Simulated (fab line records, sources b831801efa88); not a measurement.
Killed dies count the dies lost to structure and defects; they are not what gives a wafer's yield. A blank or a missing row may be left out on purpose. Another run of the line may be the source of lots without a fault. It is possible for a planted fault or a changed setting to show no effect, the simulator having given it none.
Which of the tools did it?    flow sky130    30 wafers from 10 lots sampled at 3 of the route's 708 steps

## WHAT THE GAUGES SHOWED, per wafer
SKY_METAL2_OVL_MEAS_16. Usual: for METAL2_OVL the level is 0 nm and the standard deviation is 5.1.
lot   measured      on          METAL2_OVL (nm)  flag
L188  day 35 19:28  overlay-02  -6 -1 -3         
L189  day 36 06:17  overlay-01  1 2 -5           
L194  day 37 15:34  overlay-02  6 -4 -3          
L193  day 37 19:58  overlay-02  0 -1 -8          
L198  day 39 07:13  overlay-01  2 1 6            
L199  day 39 08:19  overlay-01  -3 -7 -6         
L201  day 39 14:14  overlay-01  -6 1 -3          
L205  day 40 12:47  overlay-02  -6 -5 -7         
L206  day 40 14:44  overlay-02  3 1 -4           
L211  day 42 00:25  overlay-01  -10 -2 5         

## WHAT TOOL EACH LOT RAN ON (gives the tool, then ch and the chambers of the sampled wafers, and finally the start)
lot   SKY_VIA1_CVD_21                SKY_VIA1_CMP_24
L188  cvd_w-02 ch 1, day 34 16:11    cmp-02 ch 0,1,2, day 34 16:30
L189  cvd_w-01 ch 0,1, day 35 02:58  cmp-01 ch 0,1,3, day 35 03:21
L194  cvd_w-01 ch 0,1, day 36 12:17  cmp-02 ch 0,1,3, day 36 12:42
L193  cvd_w-02 ch 0,1, day 36 17:26  cmp-02 ch 1,2,3, day 36 17:46
L198  cvd_w-02 ch 0,1, day 38 04:44  cmp-01 ch 0,2,3, day 38 05:06
L199  cvd_w-02 ch 0,1, day 38 06:47  cmp-01 ch 0,2, day 38 07:03
L201  cvd_w-01 ch 0,1, day 38 13:10  cmp-02 ch 0,2,3, day 38 13:27
L205  cvd_w-01 ch 0,1, day 39 10:43  cmp-01 ch 0,1,2, day 39 10:59
L206  cvd_w-01 ch 0,1, day 39 12:51  cmp-01 ch 0,1,3, day 39 13:14
L211  cvd_w-02 ch 0,1, day 40 23:51  cmp-02 ch 0,1,2, day 41 00:10
- SKY_VIA1_CVD_21: deposits W, target thk 270 nm, time 80.902 s.
- SKY_VIA1_CMP_24: polishes, stops on SiO2, t overpolish 15 s, target thk 0 nm.

## AS READ BY THE TOOLS THEMSELVES (means over the sampled wafers that have a number; for cases with no such wafer, the mark the record gives instead)
SKY_VIA1_CVD_21. Usual: chamber_pressure_Torr 40.00 Torr, standard deviation 0.098; heater_power_w 800 W, standard deviation 66.
lot   tool      chamber_pressure_Torr (Torr)  heater_power_w (W)  flag
L188  cvd_w-02  39.99                         877                 
L189  cvd_w-01  40.04                         756                 
L194  cvd_w-01  39.96                         757                 
L193  cvd_w-02  39.99                         851                 
L198  cvd_w-02  40.06                         836                 
L199  cvd_w-02  40.03                         847                 
L201  cvd_w-01  40.07                         723                 
L205  cvd_w-01  39.98                         687                 
L206  cvd_w-01  39.94                         731                 
L211  cvd_w-02  40.04                         837                 

SKY_VIA1_CMP_24. Usual: edge_zone_pressure_frac 1.000, standard deviation 0.0051; motor_current_A 10.9 A, standard deviation 1.1; overpolish_run_s 14.999 s, standard deviation 0.0094; time_to_endpoint_s 65 s, standard deviation 4.4.
lot   tool    edge_zone_pressure_frac  motor_current_A (A)  overpolish_run_s (s)  time_to_endpoint_s (s)  flag
L188  cmp-02  1.000                    11.1                 14.999                66                      
L189  cmp-01  1.002                    10.9                 14.992                63                      
L194  cmp-02  1.010                    11.7                 15.000                65                      
L193  cmp-02  1.000                    10.2                 15.003                62                      
L198  cmp-01  1.002                    10.7                 15.000                63                      
L199  cmp-01  1.006                    10.5                 15.002                62                      
L201  cmp-02  0.999                    10.5                 14.992                67                      
L205  cmp-01  1.002                    10.8                 14.995                65                      
L206  cmp-01  0.999                    10.8                 15.007                60                      
L211  cmp-02  1.002                    11.4                 14.998                70                      

## THE ANSWER, worked out from the rows above alone
Rule: lot off if the mean of its wafers having a number is beyond 3 standard deviations from the usual mean. Also off: a lot with no number at a reading for which 4 or more lots have one. Any other lot the step has rows for is counted as sound. First the gauges in route order, then the tools' own readings, where a lot's mean is used as printed above. At the first step where some lot is off, the reading lying furthest off is the one used; lots without a number count as furthest.
Across all readings shown, no lot is off: no conclusion can be drawn from this.

## WHAT HAD BEEN PUT IN BY THE SIMULATOR
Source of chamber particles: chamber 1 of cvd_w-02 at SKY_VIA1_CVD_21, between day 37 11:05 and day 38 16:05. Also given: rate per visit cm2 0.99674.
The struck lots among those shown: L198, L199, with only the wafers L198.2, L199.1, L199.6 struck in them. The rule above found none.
